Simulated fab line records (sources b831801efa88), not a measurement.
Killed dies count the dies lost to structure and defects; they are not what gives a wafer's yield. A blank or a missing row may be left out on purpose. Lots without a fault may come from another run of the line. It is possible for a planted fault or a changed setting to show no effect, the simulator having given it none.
fab line records -- flow sky130 -- part 1 of 2: steps 1 to 29 of 40
[record] lots = 5, wafers = 15, last-day = 48
route steps=708 shown METAL1@446 VIA1@458 METAL2@483
lots with no fault: from the same line, run without faults
start-h: the number of hours between the record's first day and the start of the first shown wafer of the lot -- wait-h: hours since the lot's step before -- " the same as in the row above -- L1.1+2: several wafers, shown together as one row -- - no value present, or no start provided -- * or withheld: withheld -- < > ~ a bound
route shown NAME@n: NAME is a module with steps in the file, n the number in the route of the first one -- usual: mean/standard deviation taken from wafers without a fault -- same: alike in all rows -- chamber/n: place in a boat -- sites: each site's reading -- _std_site: how widely they spread, as a standard deviation -- _edge_site: mean of outer sites minus mean of inner sites -- radius-mm: how far each site lies from the wafer's centre -- mask NAME#n: copy n -- behind: tool/chamber where the wafer was last shaped -- hold: the reason the lot was held/the length of the hold in hours/how it ended -- device: which transistor (n, p or np) failed to switch -- end of line: tests run on the same wafers once the route is complete -- step lacking rows: just its recipe -- killed: dies that structure and defects cost at the first sort, which is not the same as the wafer's yield -- map: per-die view of a wafer (x killed, . not killed, _ where there is no die)
set.NAME: the run value of the setting; set.NAME@STEP: its run value at that earlier step -- model.NAME: the simulator's own value behind a step, which no gauge read
certain route steps with their lots: each step a table, each wafer a row
services: from which hour (start-h, from the record's first day; less than 0 if before it) a tool's chamber was out of use, for how many hours, and why
[[steps]]
[step SKY_METAL1_EXPOSE_12]
[recipe] mask-id = MM1, na = 0.8, source-shape = annular, sigma-inner = 0.55, sigma-outer = 0.85, target-cd-nm = 140, dose-mj = 28
lot.wafer,tool,chamber,start-h,wait-h,mask
L077.1+4+6,krf-scanner-01,0,-,-,MM1#0
L080.2+3+6,krf-scanner-02,0,-,-,MM1#0
L082.1+4+5,krf-scanner-01,0,-,-,MM1#0
L086.1+4+6,krf-scanner-02,0,-,-,MM1#0
L088.2+3+5,krf-scanner-02,0,-,-,MM1#0
[step SKY_METAL1_PEB_13]
[recipe] peb-temp-c = withheld, peb-time-s = withheld, resist = KrF-thick
lot.wafer,tool,chamber,start-h,wait-h
L077.1+4+6,litho-track-04,0,-,-
L080.2+3+6,litho-track-01,0,-,-
L082.1+4+5,litho-track-03,0,-,-
L086.1+4+6,litho-track-01,0,-,-
L088.2+3+5,litho-track-03,0,-,-
[step SKY_METAL1_DEVELOP_14]
[recipe] develop-time-s = 60, resist = KrF-thick, dev-temp-c = 21
lot.wafer,tool,chamber,start-h,wait-h
L077.1+4+6,litho-track-04,0,-,-
L080.2+3+6,litho-track-01,0,-,-
L082.1+4+5,litho-track-03,0,-,-
L086.1+4+6,litho-track-01,0,-,-
L088.2+3+5,litho-track-03,0,-,-
[step SKY_METAL1_CD_MEAS_15]
[recipe] target-cd-nm = 140
[usual] cd-nm = 140.1/1.5
lot.wafer,tool,chamber,start-h,wait-h,cd-nm
L077.1,cd-sem-01,-,795.75,-,139.7
L077.4,cd-sem-01,-,795.75,-,141.0
L077.6,cd-sem-01,-,795.75,-,139.7
L080.2,cd-sem-02,-,825.38,-,140.6
L080.3,cd-sem-02,-,825.38,-,140.4
L080.6,cd-sem-02,-,825.38,-,141.4
L082.1,cd-sem-01,-,835.22,-,140.0
L082.4,cd-sem-01,-,835.22,-,140.8
L082.5,cd-sem-01,-,835.22,-,140.1
L086.1,cd-sem-01,-,863.76,-,143.4
L086.4,cd-sem-01,-,863.76,-,141.6
L086.6,cd-sem-01,-,863.76,-,143.5
L088.2,cd-sem-01,-,878.39,-,141.1
L088.3,cd-sem-01,-,878.39,-,140.2
L088.5,cd-sem-01,-,878.39,-,141.4
[step SKY_METAL1_OVL_MEAS_16]
[usual] METAL1_OVL = 1/6.8
lot.wafer,tool,chamber,start-h,wait-h,METAL1_OVL[nm]
L077.1,overlay-02,-,795.87,0.1,-8
L077.4,overlay-02,-,795.87,0.1,-6
L077.6,overlay-02,-,795.87,0.1,-5
L080.2,overlay-02,-,825.49,0.1,5
L080.3,overlay-02,-,825.49,0.1,3
L080.6,overlay-02,-,825.49,0.1,13
L082.1,overlay-01,-,835.34,0.1,-5
L082.4,overlay-01,-,835.34,0.1,4
L082.5,overlay-01,-,835.34,0.1,0
L086.1,overlay-01,-,863.88,0.1,-1
L086.4,overlay-01,-,863.88,0.1,2
L086.6,overlay-01,-,863.88,0.1,-4
L088.2,overlay-01,-,878.50,0.1,-1
L088.3,overlay-01,-,878.50,0.1,-3
L088.5,overlay-01,-,878.50,0.1,-2
[step SKY_METAL1_DESCUM_17]
[recipe] chemistry = O2, source-power-w = 150, bias-power-w = 0, pressure-mtorr = 10, temp-c = 40, time-s = 8
[usual] drypump-motor-current-A = 5.3/0.46, oes-product-au = 0.997/0.009
lot.wafer,tool,chamber,start-h,wait-h,drypump-motor-current-A,oes-product-au,rf-hours-counter-h
L077.1,rie-metal-01,1,795.90,0.0,5.3,0.982,1
L077.4,rie-metal-01,0,795.90,0.0,5.2,0.990,-
L077.6,rie-metal-01,0,795.90,0.0,5.2,0.992,-
L080.2,rie-metal-01,0,825.52,0.0,5.2,0.999,6
L080.3,rie-metal-01,1,825.52,0.0,5.4,0.994,-
L080.6,rie-metal-01,0,825.52,0.0,5.3,0.994,-
L082.1,rie-metal-04,1,835.38,0.0,5.1,1.008,4
L082.4,rie-metal-04,0,835.38,0.0,6.3,1.016,-
L082.5,rie-metal-04,1,835.38,0.0,5.1,0.998,-
L086.1,rie-metal-01,1,863.92,0.0,5.4,0.983,3
L086.4,rie-metal-01,1,863.92,0.0,5.4,0.984,-
L086.6,rie-metal-01,0,863.92,0.0,5.2,0.983,-
L088.2,rie-metal-03,1,878.53,0.0,4.7,0.997,5
L088.3,rie-metal-03,0,878.53,0.0,5.2,1.007,-
L088.5,rie-metal-03,1,878.53,0.0,4.7,0.987,-
[step SKY_METAL1_ETCH_18]
[recipe] chemistry = N2/H2, target = BARC, ion-energy-ev = 200, bias-w = 100, pressure-mtorr = 30, n2-flow-sccm = 100, h2-flow-sccm = 200, icp-w = 500, stop-on = SiO2, time-s = 45.9, target-depth-a = 600
[usual] drypump-motor-current-A = 5.3/0.46, oes-product-au = 0.854/0.0046, throttle-valve-pct = 13.225/0.0082
lot.wafer,tool,chamber,start-h,wait-h,drypump-motor-current-A,oes-product-au,rf-hours-counter-h,throttle-valve-pct
L077.1,rie-metal-01,1,795.94,0.0,5.4,0.847,1,13.215
L077.4,rie-metal-01,0,795.94,0.0,5.2,0.856,-,13.225
L077.6,rie-metal-01,0,795.94,0.0,5.2,0.852,-,13.223
L080.2,rie-metal-01,0,825.55,0.0,5.2,0.853,6,13.221
L080.3,rie-metal-01,1,825.55,0.0,5.4,0.846,-,13.219
L080.6,rie-metal-01,0,825.55,0.0,5.2,0.848,-,13.235
L082.1,rie-metal-04,1,835.41,0.0,5.1,0.855,4,13.216
L082.4,rie-metal-04,0,835.41,0.0,6.2,0.864,-,13.226
L082.5,rie-metal-04,1,835.41,0.0,5.1,0.860,-,13.240
L086.1,rie-metal-01,1,863.95,0.0,5.4,0.868,3,13.231
L086.4,rie-metal-01,1,863.95,0.0,5.4,0.847,-,13.223
L086.6,rie-metal-01,0,863.95,0.0,5.2,0.848,-,13.230
L088.2,rie-metal-03,1,878.56,0.0,4.7,0.854,5,13.226
L088.3,rie-metal-03,0,878.56,0.0,5.2,0.853,-,13.232
L088.5,rie-metal-03,1,878.56,0.0,4.7,0.858,-,13.232
[step SKY_METAL1_METAL_ETCH_19]
[recipe] target-depth-a = 3600, stop-on = SiO2, over-etch-frac = 0.3, time-s = 78, chemistry = Cl2/BCl3, resist-sidewall-deg = 88, pressure-mtorr = 10, icp-w = 900, bias-w = 48.5, Cl2_flow_sccm = 60, bcl3-flow-sccm = 30
[usual] drypump-motor-current-A = 5.3/0.46, oes-product-au = 0.854/0.006, throttle-valve-pct = 22.264/0.0096
lot.wafer,tool,chamber,start-h,wait-h,drypump-motor-current-A,oes-product-au,rf-hours-counter-h,throttle-valve-pct
L077.1,rie-metal-01,1,796.00,0.0,5.4,0.848,1,22.259
L077.4,rie-metal-01,0,796.00,0.0,5.2,0.864,-,22.261
L077.6,rie-metal-01,0,796.00,0.0,5.2,0.852,-,22.256
L080.2,rie-metal-01,0,825.61,0.0,5.2,0.867,6,22.266
L080.3,rie-metal-01,1,825.61,0.0,5.4,0.860,-,22.275
L080.6,rie-metal-01,0,825.61,0.0,5.2,0.865,-,22.251
L082.1,rie-metal-04,1,835.47,0.0,5.1,0.857,4,22.251
L082.4,rie-metal-04,0,835.47,0.0,6.2,0.859,-,22.262
L082.5,rie-metal-04,1,835.47,0.0,5.1,0.859,-,22.257
L086.1,rie-metal-01,1,864.01,0.0,5.4,0.848,3,22.262
L086.4,rie-metal-01,1,864.01,0.0,5.4,0.862,-,22.270
L086.6,rie-metal-01,0,864.01,0.0,5.2,0.846,-,22.264
L088.2,rie-metal-03,1,878.62,0.0,4.7,0.854,5,22.280
L088.3,rie-metal-03,0,878.62,0.0,5.2,0.844,-,22.260
L088.5,rie-metal-03,1,878.62,0.0,4.7,0.856,-,22.263
[step SKY_METAL1_STRIP_20]
[recipe] chemistry = O2/N2, power-w = 1400, pressure-mtorr = 1500, platen-temp-c = withheld, o2-flow-sccm = 3000, n2-flow-sccm = 300, overash-fraction = 0.5
[usual] drypump-motor-current-A = 5.4/0.31, oes-product-au = 0.344/0.0049, strip-time-to-endpoint-s = 2.71/0.037
lot.wafer,tool,chamber,start-h,wait-h,drypump-motor-current-A,oes-product-au,rf-hours-counter-h,strip-time-to-endpoint-s
L077.1,plasma-asher-01,0,796.09,0.1,6.1,0.353,35,2.76
L077.4,plasma-asher-01,0,796.09,0.1,6.1,0.348,-,2.72
L077.6,plasma-asher-01,1,796.09,0.1,5.0,0.347,-,2.72
L080.2,plasma-asher-04,1,825.70,0.1,5.8,0.336,103,2.72
L080.3,plasma-asher-04,0,825.70,0.1,5.1,0.346,-,2.75
L080.6,plasma-asher-04,1,825.70,0.1,5.8,0.333,-,2.71
L082.1,plasma-asher-03,1,835.56,0.1,5.2,0.352,71,2.69
L082.4,plasma-asher-03,0,835.56,0.1,5.3,0.341,-,2.66
L082.5,plasma-asher-03,1,835.56,0.1,5.2,0.345,-,2.69
L086.1,plasma-asher-03,1,864.10,0.1,5.2,0.332,74,2.75
L086.4,plasma-asher-03,1,864.10,0.1,5.3,0.342,-,2.77
L086.6,plasma-asher-03,0,864.10,0.1,5.3,0.342,-,2.74
L088.2,plasma-asher-03,0,878.71,0.1,5.3,0.348,75,2.76
L088.3,plasma-asher-03,1,878.71,0.1,5.3,0.348,-,2.70
L088.5,plasma-asher-03,0,878.71,0.1,5.3,0.349,-,2.74
[step SKY_METAL1_STRIP_21]
[recipe] chemistry = post-etch-residue-remover, time-s = 1200, temp-c = 72.5
lot.wafer,tool,chamber,start-h,wait-h
L077.1+4+6,wet-bench-04,2,796.19,0.1
L080.2+3+6,wet-bench-01,1,825.80,0.1
L082.1+4+5,wet-bench-02,2,835.66,0.1
L086.1+4+6,wet-bench-02,2,864.20,0.1
L088.2+3+5,wet-bench-02,1,878.81,0.1
[step SKY_METAL1_CLEAN_22]
[recipe] chemistry = IPA, time-s = 180, temp-c = 25
lot.wafer,tool,chamber,start-h,wait-h
L077.1+4+6,wet-bench-01,0,796.56,0.0
L080.2+3+6,wet-bench-02,1,826.15,0.0
L082.1+4+5,wet-bench-01,1,836.01,0.0
L086.1+4+6,wet-bench-01,0,864.55,0.0
L088.2+3+5,wet-bench-01,1,879.19,0.0
[step SKY_METAL1_CLEAN_23]
[recipe] chemistry = O3/DIW, dry = n2-spin
lot.wafer,tool,chamber,start-h,wait-h
L077.1+4+6,wet-bench-02,2,796.62,0.0
L080.2+3+6,wet-bench-01,1,826.21,0.0
L082.1+4+5,wet-bench-04,3,836.07,0.0
L086.1+4+6,wet-bench-02,2,864.60,0.0
L088.2+3+5,wet-bench-04,1,879.24,0.0
[step SKY_VIA1_HDPCVD_00]
[recipe] material = SiO2, target-thk-nm = 1030, sigma-open-frac = 0.3, time-s = 171.7, temp-c = 400, sih4-flow-sccm = 60, pressure-mtorr = 6
lot.wafer,tool,chamber,start-h,wait-h
L077.1+4+6,hdpcvd-01,"2,1,0",796.72,0.0
L080.2+3+6,hdpcvd-02,"2,1,2",826.30,0.0
L082.1+4+5,hdpcvd-02,"0,0,2",836.16,0.0
L086.1+4+6,hdpcvd-01,"1,0,1",864.70,0.0
L088.2+3+5,hdpcvd-02,"0,1,0",879.34,0.0
[step SKY_VIA1_THK_MEAS_01]
[recipe] reads = SiO2_of_VIA1_HDPCVD_00
[usual] VIA1_HDPCVD_THK = 1026/13
lot.wafer,tool,chamber,start-h,wait-h,VIA1_HDPCVD_THK[nm]
L077.1,film-metro-01,-,796.83,0.1,1021
L077.4,film-metro-01,-,796.83,0.1,1029
L077.6,film-metro-01,-,796.83,0.1,1041
L080.2,film-metro-01,-,826.42,0.1,1043
L080.3,film-metro-01,-,826.42,0.1,1006
L080.6,film-metro-01,-,826.42,0.1,1035
L082.1,film-metro-01,-,836.27,0.1,1019
L082.4,film-metro-01,-,836.27,0.1,1027
L082.5,film-metro-01,-,836.27,0.1,1036
L086.1,film-metro-02,-,864.81,0.1,1026
L086.4,film-metro-02,-,864.81,0.1,1027
L086.6,film-metro-02,-,864.81,0.1,1024
L088.2,film-metro-03,-,879.46,0.1,1035
L088.3,film-metro-03,-,879.46,0.1,1009
L088.5,film-metro-03,-,879.46,0.1,1028
[step SKY_VIA1_CMP_02]
[recipe] material = SiO2, down-force-psi = 4, platen-rpm = 60, pad-velocity-m-s = 0.94248
[usual] motor-current-A = 11.4/1.1
lot.wafer,tool,chamber,start-h,wait-h,motor-current-A
L077.4,cmp-01,2,796.89,0.0,10.2
L077.1,cmp-01,1,796.89,0.0,12.0
L077.6,cmp-01,3,796.89,0.0,11.5
L080.3,cmp-01,2,826.47,0.0,10.3
L080.2,cmp-01,1,826.47,0.0,12.2
L080.6,cmp-01,3,826.47,0.0,10.8
L082.1,cmp-01,3,836.43,0.1,11.8
L082.4,cmp-01,0,836.43,0.1,13.1
L082.5,cmp-01,2,836.43,0.1,10.4
L086.4,cmp-02,0,864.97,0.1,12.5
L086.1,cmp-02,1,864.97,0.1,11.9
L086.6,cmp-02,3,864.97,0.1,10.6
L088.3,cmp-01,1,879.56,0.1,12.3
L088.2,cmp-01,2,879.56,0.1,10.0
L088.5,cmp-01,1,879.56,0.1,12.2
[step SKY_VIA1_BOW_MEAS_03]
[recipe] mode = bow
[usual] VIA1_BOW = 80/7.3
lot.wafer,tool,chamber,start-h,wait-h,VIA1_BOW[um]
L077.1,film-metro-02,-,797.19,0.1,94
L077.4,film-metro-02,-,797.19,0.1,88
L077.6,film-metro-02,-,797.19,0.1,85
L080.2,film-metro-02,-,826.79,0.1,81
L080.3,film-metro-02,-,826.79,0.1,83
L080.6,film-metro-02,-,826.79,0.1,83
L082.1,film-metro-03,-,836.63,0.1,75
L082.4,film-metro-03,-,836.63,0.1,78
L082.5,film-metro-03,-,836.63,0.1,85
L086.1,film-metro-01,-,865.17,0.1,73
L086.4,film-metro-01,-,865.17,0.1,82
L086.6,film-metro-01,-,865.17,0.1,82
L088.2,film-metro-01,-,879.83,0.2,71
L088.3,film-metro-01,-,879.83,0.2,78
L088.5,film-metro-01,-,879.83,0.2,78
[step SKY_VIA1_DEHYDRATE_04]
[recipe] temp-c = 200, time-s = 60
[usual] plate-temp-C = 199.99/0.15
lot.wafer,tool,chamber,start-h,wait-h,plate-temp-C
L077.1,litho-track-02,0,809.85,12.6,199.97
L077.4,litho-track-02,0,809.85,12.6,199.94
L077.6,litho-track-02,0,809.85,12.6,199.93
L080.2,litho-track-04,0,839.32,12.5,199.72
L080.3,litho-track-04,0,839.32,12.5,199.68
L080.6,litho-track-04,0,839.32,12.5,199.60
L082.1,litho-track-04,0,848.80,12.1,200.01
L082.4,litho-track-04,0,848.80,12.1,199.93
L082.5,litho-track-04,0,848.80,12.1,200.24
L086.1,litho-track-04,0,877.85,12.7,200.20
L086.4,litho-track-04,0,877.85,12.7,200.21
L086.6,litho-track-04,0,877.85,12.7,200.31
L088.2,litho-track-01,0,892.59,12.7,199.84
L088.3,litho-track-01,0,892.59,12.7,200.19
L088.5,litho-track-01,0,892.59,12.7,200.05
[step SKY_VIA1_HMDS_05]
[recipe] prime-time-s = 60, prime-temp-c = 120
lot.wafer,tool,chamber,start-h,wait-h
L077.1+4+6,litho-track-02,0,810.00,0.1
L080.2+3+6,litho-track-04,0,839.47,0.1
L082.1+4+5,litho-track-04,0,848.95,0.1
L086.1+4+6,litho-track-04,0,878.00,0.1
L088.2+3+5,litho-track-01,0,892.74,0.1
[step SKY_VIA1_COAT_06]
[recipe] resist = BARC, temp-c = withheld, time-s = withheld, spin-rpm = 3000, resist-thk-nm = 60
lot.wafer,tool,chamber,start-h,wait-h
L077.1+4+6,litho-track-02,0,810.15,0.1
L080.2+3+6,litho-track-04,0,839.62,0.1
L082.1+4+5,litho-track-04,0,849.10,0.1
L086.1+4+6,litho-track-04,0,878.15,0.1
L088.2+3+5,litho-track-01,0,892.89,0.1
[step SKY_VIA1_COAT_07]
[recipe] resist = KrF-thick, spin-rpm = 3000, resist-thk-nm = 450
lot.wafer,tool,chamber,start-h,wait-h
L077.1+4+6,litho-track-02,0,-,-
L080.2+3+6,litho-track-04,0,-,-
L082.1+4+5,litho-track-04,0,-,-
L086.1+4+6,litho-track-04,0,-,-
L088.2+3+5,litho-track-01,0,-,-
[step SKY_VIA1_SOFTBAKE_08]
[recipe] temp-c = 100, time-s = 90, resist = KrF-thick
[usual] plate-temp-C = 100.01/0.13
lot.wafer,tool,chamber,start-h,wait-h,plate-temp-C
L077.1,litho-track-02,0,-,-,100.03
L077.4,litho-track-02,0,-,-,100.05
L077.6,litho-track-02,0,-,-,99.94
L080.2,litho-track-04,0,-,-,100.12
L080.3,litho-track-04,0,-,-,99.78
L080.6,litho-track-04,0,-,-,100.20
L082.1,litho-track-04,0,-,-,100.13
L082.4,litho-track-04,0,-,-,99.85
L082.5,litho-track-04,0,-,-,100.02
L086.1,litho-track-04,0,-,-,99.96
L086.4,litho-track-04,0,-,-,100.27
L086.6,litho-track-04,0,-,-,99.91
L088.2,litho-track-01,0,-,-,100.27
L088.3,litho-track-01,0,-,-,100.04
L088.5,litho-track-01,0,-,-,100.21
[step SKY_VIA1_EXPOSE_09]
[recipe] mask-id = VIM, na = 0.8, source-shape = annular, sigma-inner = 0.55, sigma-outer = 0.85, target-cd-nm = 150, dose-mj = 38
lot.wafer,tool,chamber,start-h,wait-h,mask
L077.1+4+6,krf-scanner-01,0,-,-,VIM#0
L080.2+3+6,krf-scanner-02,0,-,-,VIM#0
L082.1+4+5,krf-scanner-02,0,-,-,VIM#0
L086.1+4+6,krf-scanner-01,0,-,-,VIM#0
L088.2+3+5,krf-scanner-01,0,-,-,VIM#0
[step SKY_VIA1_PEB_10]
[recipe] peb-temp-c = withheld, peb-time-s = withheld, resist = KrF-thick
lot.wafer,tool,chamber,start-h,wait-h
L077.1+4+6,litho-track-01,0,-,-
L080.2+3+6,litho-track-04,0,-,-
L082.1+4+5,litho-track-02,0,-,-
L086.1+4+6,litho-track-04,0,-,-
L088.2+3+5,litho-track-04,0,-,-
[step SKY_VIA1_DEVELOP_11]
[recipe] develop-time-s = 60, resist = KrF-thick, dev-temp-c = 21
lot.wafer,tool,chamber,start-h,wait-h
L077.1+4+6,litho-track-01,0,-,-
L080.2+3+6,litho-track-04,0,-,-
L082.1+4+5,litho-track-02,0,-,-
L086.1+4+6,litho-track-04,0,-,-
L088.2+3+5,litho-track-04,0,-,-
[step SKY_VIA1_CD_MEAS_12]
[recipe] target-cd-nm = 150
[usual] cd-nm = 149.2/1.9
lot.wafer,tool,chamber,start-h,wait-h,cd-nm
L077.1,cd-sem-01,-,823.91,-,151.2
L077.4,cd-sem-01,-,823.91,-,151.2
L077.6,cd-sem-01,-,823.91,-,152.1
L080.2,cd-sem-02,-,852.42,-,148.5
L080.3,cd-sem-02,-,852.42,-,149.2
L080.6,cd-sem-02,-,852.42,-,149.1
L082.1,cd-sem-02,-,862.95,-,148.6
L082.4,cd-sem-02,-,862.95,-,150.1
L082.5,cd-sem-02,-,862.95,-,149.2
L086.1,cd-sem-01,-,891.50,-,146.8
L086.4,cd-sem-01,-,891.50,-,147.8
L086.6,cd-sem-01,-,891.50,-,147.5
L088.2,cd-sem-01,-,905.57,-,151.5
L088.3,cd-sem-01,-,905.57,-,151.4
L088.5,cd-sem-01,-,905.57,-,152.7
[step SKY_VIA1_OVL_MEAS_13]
[usual] VIA1_OVL = -1/6.2
lot.wafer,tool,chamber,start-h,wait-h,VIA1_OVL[nm]
L077.1,overlay-02,-,824.03,0.1,-12
L077.4,overlay-02,-,824.03,0.1,2
L077.6,overlay-02,-,824.03,0.1,-4
L080.2,overlay-01,-,852.52,0.1,-1
L080.3,overlay-01,-,852.52,0.1,0
L080.6,overlay-01,-,852.52,0.1,-4
L082.1,overlay-02,-,863.07,0.1,-5
L082.4,overlay-02,-,863.07,0.1,-14
L082.5,overlay-02,-,863.07,0.1,-5
L086.1,overlay-01,-,891.62,0.1,5
L086.4,overlay-01,-,891.62,0.1,0
L086.6,overlay-01,-,891.62,0.1,5
L088.2,overlay-01,-,905.68,0.1,2
L088.3,overlay-01,-,905.68,0.1,9
L088.5,overlay-01,-,905.68,0.1,1
[step SKY_VIA1_ETCH_14]
[recipe] chemistry = N2/H2, target = BARC, ion-energy-ev = 200, source-w = 500, bias-w = 100, pressure-mtorr = 30, n2-flow-sccm = 100, h2-flow-sccm = 200, stop-on = SiO2, time-s = 45.9, target-depth-a = 600
[usual] drypump-motor-current-A = 5.6/0.34, oes-product-au = 0.854/0.0044, throttle-valve-pct = 13.225/0.0085
lot.wafer,tool,chamber,start-h,wait-h,drypump-motor-current-A,oes-product-au,rf-hours-counter-h,throttle-valve-pct
L077.1,rie-diel-01,3,824.07,0.0,5.5,0.848,2,13.231
L077.4,rie-diel-01,0,824.07,0.0,5.2,0.854,18,13.230
L077.6,rie-diel-01,0,824.07,0.0,5.2,0.856,-,13.216
L080.2,rie-diel-04,0,852.55,0.0,6.3,0.858,17,13.239
L080.3,rie-diel-04,2,852.55,0.0,5.7,0.854,5,13.224
L080.6,rie-diel-04,0,852.55,0.0,6.3,0.847,-,13.231
L082.1,rie-diel-01,0,863.11,0.0,5.2,0.851,19,13.219
L082.4,rie-diel-01,3,863.11,0.0,5.5,0.853,3,13.195
L082.5,rie-diel-01,0,863.11,0.0,5.2,0.850,-,13.228
L086.1,rie-diel-01,3,891.66,0.0,5.5,0.857,4,13.222
L086.4,rie-diel-01,1,891.66,0.0,5.8,0.850,2,13.241
L086.6,rie-diel-01,0,891.66,0.0,5.2,0.852,-,13.214
L088.2,rie-diel-02,0,905.71,0.0,5.4,0.844,10,13.221
L088.3,rie-diel-02,3,905.71,0.0,6.2,0.851,8,13.237
L088.5,rie-diel-02,3,905.71,0.0,6.2,0.851,-,13.227
[step SKY_VIA1_ETCH_15]
[recipe] target = SiO2, chemistry = C4F8/O2/Ar, target-depth-nm = 351, stop-on = TiN, mask-material = KrF-thick, source-w = 1500, bias-w = 1200, pressure-mtorr = 40, c4f8-flow-sccm = withheld, O2_flow_sccm = 6, Ar_flow_sccm = 300, time-s = 54
[usual] oes-product-au = 0.982/0.0058
lot.wafer,tool,chamber,start-h,wait-h,oes-product-au,rf-hours-counter-h
L077.1,rie-diel-01,3,824.11,0.0,0.994,2
L077.4,rie-diel-01,0,824.11,0.0,0.972,18
L077.6,rie-diel-01,0,824.11,0.0,0.973,-
L080.2,rie-diel-04,0,852.60,0.0,0.972,17
L080.3,rie-diel-04,2,852.60,0.0,0.997,5
L080.6,rie-diel-04,0,852.60,0.0,0.977,-
L082.1,rie-diel-01,0,863.15,0.0,0.977,20
L082.4,rie-diel-01,3,863.15,0.0,0.983,3
L082.5,rie-diel-01,0,863.15,0.0,0.980,-
L086.1,rie-diel-01,3,891.70,0.0,0.983,4
L086.4,rie-diel-01,1,891.70,0.0,0.985,2
L086.6,rie-diel-01,0,891.70,0.0,0.975,-
L088.2,rie-diel-02,0,905.75,0.0,0.987,10
L088.3,rie-diel-02,3,905.75,0.0,0.978,8
L088.5,rie-diel-02,3,905.75,0.0,0.981,-
[step SKY_VIA1_STRIP_16]
[recipe] chemistry = O2/N2, power-w = 1400, pressure-mtorr = 1500, platen-temp-c = withheld, o2-flow-sccm = 3000, n2-flow-sccm = 300, overash-fraction = 0.5
[usual] drypump-motor-current-A = 5.5/0.41, oes-product-au = 0.416/0.0047, strip-time-to-endpoint-s = 4.459/0.026
lot.wafer,tool,chamber,start-h,wait-h,drypump-motor-current-A,oes-product-au,rf-hours-counter-h,strip-time-to-endpoint-s
L077.1,plasma-asher-04,1,824.16,0.0,5.9,0.416,102,4.467
L077.4,plasma-asher-04,1,824.16,0.0,5.9,0.415,-,4.492
L077.6,plasma-asher-04,0,824.16,0.0,5.1,0.424,-,4.476
L080.2,plasma-asher-02,1,852.64,0.0,5.7,0.422,10,4.478
L080.3,plasma-asher-02,0,852.64,0.0,5.0,0.425,-,4.419
L080.6,plasma-asher-02,1,852.64,0.0,5.7,0.416,-,4.453
L082.1,plasma-asher-02,1,863.20,0.0,5.7,0.414,11,4.493
L082.4,plasma-asher-02,0,863.20,0.0,5.1,0.414,-,4.480
L082.5,plasma-asher-02,1,863.20,0.0,5.7,0.426,-,4.488
L086.1,plasma-asher-04,1,891.74,0.0,5.8,0.414,110,4.503
L086.4,plasma-asher-04,0,891.74,0.0,5.1,0.409,-,4.487
L086.6,plasma-asher-04,1,891.74,0.0,5.8,0.420,-,4.509
L088.2,plasma-asher-02,0,905.79,0.0,5.1,0.407,15,4.451
L088.3,plasma-asher-02,0,905.79,0.0,5.1,0.408,-,4.470
L088.5,plasma-asher-02,0,905.79,0.0,5.1,0.412,-,4.446
